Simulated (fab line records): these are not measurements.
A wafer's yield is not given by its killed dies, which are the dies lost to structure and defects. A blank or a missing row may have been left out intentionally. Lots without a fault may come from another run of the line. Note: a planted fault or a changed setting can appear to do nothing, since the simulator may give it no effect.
Which tool did it? -- flow gf180mcu -- Sampling: 24 lots, 72 wafers, 5 of 602 route steps

## WHAT EACH GAUGE READ, for each wafer
GF_V3_BOW_MEAS_05.
lot,measured,on,V3_BOW (um)
L074,day 21 10:06,film-metro-03,113 112 116
L075,day 21 20:32,film-metro-04,114 116 115
L076,day 22 05:34,film-metro-01,122 109 118
L078,day 22 21:19,film-metro-04,118 121 115
L077,day 22 22:38,film-metro-04,116 112 120
L079,day 22 23:54,film-metro-04,129 133 105
L080,day 23 15:44,film-metro-03,112 101 119
L081,day 23 21:59,film-metro-03,108 115 117
L082,day 24 10:10,film-metro-04,111 124 120
L083,day 24 17:06,film-metro-04,130 128 137
L084,day 24 22:58,film-metro-01,113 103 117
L085,day 25 12:44,film-metro-01,118 109 120
L086,day 25 18:49,film-metro-01,109 117 121
L087,day 26 09:14,film-metro-01,111 121 96
L088,day 26 11:59,film-metro-01,114 111 101
L089,day 26 16:17,film-metro-04,113 115 116
L090,day 26 22:39,film-metro-03,125 115 130
L091,day 27 04:11,film-metro-01,129 124 115
L092,day 27 11:13,film-metro-01,111 120 116
L093,day 27 16:58,film-metro-01,111 127 127
L094,day 28 01:57,film-metro-03,123 119 126
L095,day 28 10:53,film-metro-04,111 120 125
L096,day 28 17:26,film-metro-01,104 109 107
L097,day 29 01:13,film-metro-04,107 120 120

## TOOL THAT RAN EACH LOT (tool first, then ch and the chambers of the sampled wafers, then the start)
lot,GF_V1_ETCH_16,GF_V2_SPUTTER_21,GF_M3_SPUTTER_00,GF_M3_SPUTTER_01
L074,"rie-diel-03 ch 0,2, day 18 03:44","pvd-sputter-03, day 20 07:41","pvd-sputter-02, day 20 08:22","pvd-sputter-02, day 20 08:28"
L075,"rie-diel-02 ch 2,3, day 18 14:41","pvd-sputter-03, day 20 19:01","pvd-sputter-04, day 20 19:43","pvd-sputter-04, day 20 19:49"
L076,"rie-diel-01 ch 0,1,2, day 18 23:01","pvd-sputter-03, day 21 03:46","pvd-sputter-02, day 21 04:28","pvd-sputter-02, day 21 04:34"
L078,"rie-diel-02 ch 0,2,3, day 19 15:10","pvd-sputter-04, day 21 19:10","pvd-sputter-02, day 21 19:52","pvd-sputter-02, day 21 19:58"
L077,"rie-diel-01 ch 0,1,2, day 19 17:49","pvd-sputter-03, day 21 21:32","pvd-sputter-04, day 21 22:13","pvd-sputter-04, day 21 22:19"
L079,"rie-diel-02 ch 0,2, day 19 20:10","pvd-sputter-01, day 21 22:34","pvd-sputter-03, day 21 23:16","pvd-sputter-03, day 21 23:22"
L080,"rie-diel-03 ch 0,2,3, day 20 10:50","pvd-sputter-01, day 22 14:29","pvd-sputter-02, day 22 15:10","pvd-sputter-02, day 22 15:16"
L081,"rie-diel-03 ch 0,1,3, day 20 18:05","pvd-sputter-03, day 22 20:43","pvd-sputter-02, day 22 21:37","pvd-sputter-02, day 22 21:43"
L082,"rie-diel-03 ch 0,2,3, day 21 07:04","pvd-sputter-04, day 23 09:20","pvd-sputter-02, day 23 10:02","pvd-sputter-02, day 23 10:08"
L083,"rie-diel-01 ch 0,1,2, day 21 14:05","pvd-sputter-03, day 23 16:22","pvd-sputter-02, day 23 17:04","pvd-sputter-02, day 23 17:10"
L084,"rie-diel-02 ch 2,3, day 21 21:20","pvd-sputter-03, day 23 22:36","pvd-sputter-02, day 23 23:17","pvd-sputter-02, day 23 23:23"
L085,"rie-diel-02 ch 0,1,3, day 22 11:50","pvd-sputter-01, day 24 12:32","pvd-sputter-04, day 24 13:14","pvd-sputter-04, day 24 13:20"
L086,"rie-diel-01 ch 0,1,3, day 22 18:35","pvd-sputter-03, day 24 19:31","pvd-sputter-02, day 24 20:13","pvd-sputter-02, day 24 20:19"
L087,"rie-diel-01 ch 0,1, day 23 10:44","pvd-sputter-03, day 25 10:01","pvd-sputter-02, day 25 10:42","pvd-sputter-02, day 25 10:48"
L088,"rie-diel-03 ch 0,2, day 23 11:29","pvd-sputter-04, day 25 12:04","pvd-sputter-02, day 25 12:48","pvd-sputter-02, day 25 12:54"
L089,"rie-diel-03 ch 0,1,2, day 23 18:26","pvd-sputter-03, day 25 17:11","pvd-sputter-02, day 25 17:52","pvd-sputter-02, day 25 17:58"
L090,"rie-diel-02 ch 1,2,3, day 24 00:38","pvd-sputter-03, day 25 22:56","pvd-sputter-04, day 25 23:37","pvd-sputter-04, day 25 23:43"
L091,"rie-diel-01 ch 1,2,3, day 24 07:59","pvd-sputter-03, day 26 05:42","pvd-sputter-04, day 26 06:23","pvd-sputter-04, day 26 06:29"
L092,"rie-diel-02 ch 1,3, day 24 14:29","pvd-sputter-01, day 26 12:31","pvd-sputter-02, day 26 13:13","pvd-sputter-02, day 26 13:19"
L093,"rie-diel-01 ch 0,1,3, day 24 20:08","pvd-sputter-04, day 26 18:12","pvd-sputter-02, day 26 18:53","pvd-sputter-02, day 26 18:59"
L094,"rie-diel-02 ch 2,3, day 25 06:35","pvd-sputter-03, day 27 02:57","pvd-sputter-04, day 27 03:38","pvd-sputter-04, day 27 03:44"
L095,"rie-diel-01 ch 1,2,3, day 25 15:11","pvd-sputter-04, day 27 12:38","pvd-sputter-04, day 27 13:20","pvd-sputter-04, day 27 13:26"
L096,"rie-diel-02 ch 0,2, day 25 23:42","pvd-sputter-04, day 27 19:48","pvd-sputter-04, day 27 20:29","pvd-sputter-04, day 27 20:35"
L097,"rie-diel-02 ch 0,1,2, day 26 08:06","pvd-sputter-04, day 28 04:50","pvd-sputter-02, day 28 05:32","pvd-sputter-02, day 28 05:38"
- GF_V1_ETCH_16: etches BARC in N2/H2.
- GF_V2_SPUTTER_21: material Ti, target thk 15 nm, time 80.02 s.
- GF_M3_SPUTTER_00: material Ti, target thk 37.5 nm, time 150 s.
- GF_M3_SPUTTER_01: material TiN, target thk 30 nm, time 25 s.

## WHAT THE TOOLS THEMSELVES READ (means of the sampled wafers that have a number; where no wafer has one, the mark that the record gives instead)
GF_V1_ETCH_16.
lot,tool,bias-w (W),drypump-motor-current-A (A),h2-flow-sccm (sccm),oes-product-au (a.u.),throttle-valve-pct (%)
L074,rie-diel-03,99.93,5.79,200.4,0.858,13.229
L075,rie-diel-02,99.83,5.42,199.8,0.854,13.236
L076,rie-diel-01,100.02,5.53,200.8,0.854,13.222
L078,rie-diel-02,100.05,5.55,200.0,0.855,13.229
L077,rie-diel-01,100.01,5.55,200.0,0.856,13.227
L079,rie-diel-02,99.89,5.43,200.1,0.851,13.219
L080,rie-diel-03,99.85,5.83,199.9,0.862,13.226
L081,rie-diel-03,99.87,5.75,199.9,0.855,13.229
L082,rie-diel-03,100.00,5.83,200.0,0.850,13.224
L083,rie-diel-01,100.14,5.53,200.2,0.855,13.229
L084,rie-diel-02,100.02,5.42,199.8,0.861,13.224
L085,rie-diel-02,100.03,5.84,200.0,0.859,13.221
L086,rie-diel-01,99.72,5.48,200.3,0.862,13.229
L087,rie-diel-01,99.74,5.45,199.9,0.860,13.217
L088,rie-diel-03,99.97,5.78,200.2,0.855,13.226
L089,rie-diel-03,100.14,5.69,200.4,0.854,13.231
L090,rie-diel-02,100.20,5.61,200.0,0.852,13.225
L091,rie-diel-01,100.05,5.41,199.6,0.860,13.222
L092,rie-diel-02,99.68,5.92,199.5,0.854,13.226
L093,rie-diel-01,100.25,5.50,200.1,0.857,13.216
L094,rie-diel-02,99.88,5.28,200.4,0.854,13.226
L095,rie-diel-01,100.09,5.43,199.8,0.860,13.223
L096,rie-diel-02,100.20,5.43,199.5,0.857,13.228
L097,rie-diel-02,99.82,5.73,200.0,0.850,13.229

GF_V2_SPUTTER_21.
lot,tool,chamber-pressure-pa (Pa),throttle-valve-pct (%)
L074,pvd-sputter-03,4.997,30.1
L075,pvd-sputter-03,4.992,30.2
L076,pvd-sputter-03,4.998,30.1
L078,pvd-sputter-04,4.996,29.2
L077,pvd-sputter-03,4.996,30.1
L079,pvd-sputter-01,5.001,30.9
L080,pvd-sputter-01,5.009,30.7
L081,pvd-sputter-03,5.006,29.5
L082,pvd-sputter-04,5.004,30.7
L083,pvd-sputter-03,4.998,29.4
L084,pvd-sputter-03,4.995,30.1
L085,pvd-sputter-01,4.999,30.7
L086,pvd-sputter-03,4.992,30.8
L087,pvd-sputter-03,5.002,30.1
L088,pvd-sputter-04,5.005,31.0
L089,pvd-sputter-03,4.995,30.5
L090,pvd-sputter-03,5.001,29.8
L091,pvd-sputter-03,4.984,29.9
L092,pvd-sputter-01,5.006,30.7
L093,pvd-sputter-04,5.002,30.2
L094,pvd-sputter-03,4.994,30.4
L095,pvd-sputter-04,4.996,30.6
L096,pvd-sputter-04,5.010,30.2
L097,pvd-sputter-04,5.006,30.1

GF_M3_SPUTTER_00.
lot,tool,chamber-pressure-pa (Pa),throttle-valve-pct (%)
L074,pvd-sputter-02,2.001,31.6
L075,pvd-sputter-04,1.998,30.2
L076,pvd-sputter-02,1.998,31.5
L078,pvd-sputter-02,1.997,31.7
L077,pvd-sputter-04,1.999,30.0
L079,pvd-sputter-03,1.995,29.9
L080,pvd-sputter-02,2.001,30.8
L081,pvd-sputter-02,1.993,31.2
L082,pvd-sputter-02,1.999,31.3
L083,pvd-sputter-02,2.002,31.6
L084,pvd-sputter-02,2.001,30.6
L085,pvd-sputter-04,1.999,29.6
L086,pvd-sputter-02,1.998,31.1
L087,pvd-sputter-02,2.002,31.3
L088,pvd-sputter-02,2.000,31.6
L089,pvd-sputter-02,2.000,31.0
L090,pvd-sputter-04,2.002,30.5
L091,pvd-sputter-04,2.002,31.0
L092,pvd-sputter-02,1.999,31.4
L093,pvd-sputter-02,1.997,31.6
L094,pvd-sputter-04,2.002,30.7
L095,pvd-sputter-04,1.997,30.2
L096,pvd-sputter-04,1.996,30.1
L097,pvd-sputter-02,1.996,31.1

GF_M3_SPUTTER_01.
lot,tool,chamber-pressure-pa (Pa),throttle-valve-pct (%)
L074,pvd-sputter-02,0.3996,31.5
L075,pvd-sputter-04,0.3995,30.1
L076,pvd-sputter-02,0.4000,31.6
L078,pvd-sputter-02,0.3995,31.5
L077,pvd-sputter-04,0.3995,30.0
L079,pvd-sputter-03,0.4001,29.9
L080,pvd-sputter-02,0.3995,30.9
L081,pvd-sputter-02,0.3993,31.2
L082,pvd-sputter-02,0.4008,31.3
L083,pvd-sputter-02,0.4002,31.3
L084,pvd-sputter-02,0.3993,30.5
L085,pvd-sputter-04,0.4001,29.7
L086,pvd-sputter-02,0.4006,31.3
L087,pvd-sputter-02,0.4011,31.1
L088,pvd-sputter-02,0.4008,31.6
L089,pvd-sputter-02,0.3992,31.0
L090,pvd-sputter-04,0.4002,30.5
L091,pvd-sputter-04,0.4003,31.2
L092,pvd-sputter-02,0.4003,31.5
L093,pvd-sputter-02,0.3994,31.7
L094,pvd-sputter-04,0.4001,30.6
L095,pvd-sputter-04,0.3994,30.2
L096,pvd-sputter-04,0.4003,30.1
L097,pvd-sputter-02,0.3993,31.2

## THE ANSWER, worked out from the rows above alone
Rule: the usual values come from the lots themselves. Put in order of their means at a reading, lots are off if they are a third of the lots or fewer, leave a main group of 4 or more, and stand apart from it by a gap of 3 or more times the standard deviation of the main group's means; of several such gaps the widest counts. A main group whose means are all the same, to the digits that the tables above print for the reading, isn't used. A lot without any number at a reading at which 4 lots or more have one is off too. All remaining lots with rows at the step are treated as sound. First the gauges in route order, then the tools' own readings, where a lot's mean is used as printed above. The first step at which some lot is off is used, and at that step the reading that is off furthest; a lot without a number counts as furthest.
No lot is off at any reading shown: from this, nothing can be told.

## WHAT WAS PUT IN BY THE SIMULATOR
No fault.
